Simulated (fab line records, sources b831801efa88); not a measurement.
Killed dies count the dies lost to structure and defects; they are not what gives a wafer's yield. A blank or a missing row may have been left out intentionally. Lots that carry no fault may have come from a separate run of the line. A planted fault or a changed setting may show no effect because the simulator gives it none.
Matching of chambers :: flow sky130 :: 3 sister chambers for SKY_CAP2M_CVD_00 on pecvd-02
The step deposits SiO2, target thk 15.5 nm. 3 wafers are shown with their chamber, then 8 later ones without.

== WAFERS WITH THEIR CHAMBER ==
wafer: L084.3
chamber: 1
heater-power-w (W): 697

wafer: L084.4
chamber: 2
heater-power-w (W): 891

wafer: L089.2
chamber: 0
heater-power-w (W): 652

== WAFERS MISSING THEIR CHAMBER ==
wafer: L089.3
heater-power-w (W): 769

wafer: L089.6
heater-power-w (W): 640

wafer: L090.2
heater-power-w (W): 696

wafer: L090.3
heater-power-w (W): 676

wafer: L090.4
heater-power-w (W): 657

wafer: L092.1
heater-power-w (W): 887

wafer: L092.2
heater-power-w (W): 700

wafer: L092.4
heater-power-w (W): 743

== CHAMBER TAKEN BY EACH ==
wafer: L089.3
from the rows above: can't be placed: 1 or 0 or 2
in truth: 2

wafer: L089.6
from the rows above: can't be placed: 0 or 1
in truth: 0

wafer: L090.2
from the rows above: can't be placed: 1 or 0
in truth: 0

wafer: L090.3
from the rows above: can't be placed: 1 or 0
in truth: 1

wafer: L090.4
from the rows above: can't be placed: 0 or 1
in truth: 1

wafer: L092.1
from the rows above: 2
in truth: 2

wafer: L092.2
from the rows above: can't be placed: 1 or 0
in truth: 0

wafer: L092.4
from the rows above: can't be placed: 1 or 0
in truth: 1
1 of 8 placed correctly. These rows do not allow placing 7 (true chamber among the candidates in 7). Number placed wrongly: 0.
How it was worked out, from the rows above alone: a wafer's distance from a chamber is the root of the sum, over the readings, of the square of ((its reading less the chamber's mean) divided by the reading's scatter). If the next closest chamber is less than 2 further off than the closest, the wafer can't be placed; otherwise it belongs to the closest. For every chamber, the mean is computed from those of its wafers that are shown. The scatter (one wafer shown for each chamber): square how far every hidden wafer sits from the nearest shown wafer, average those squares and take the square root.
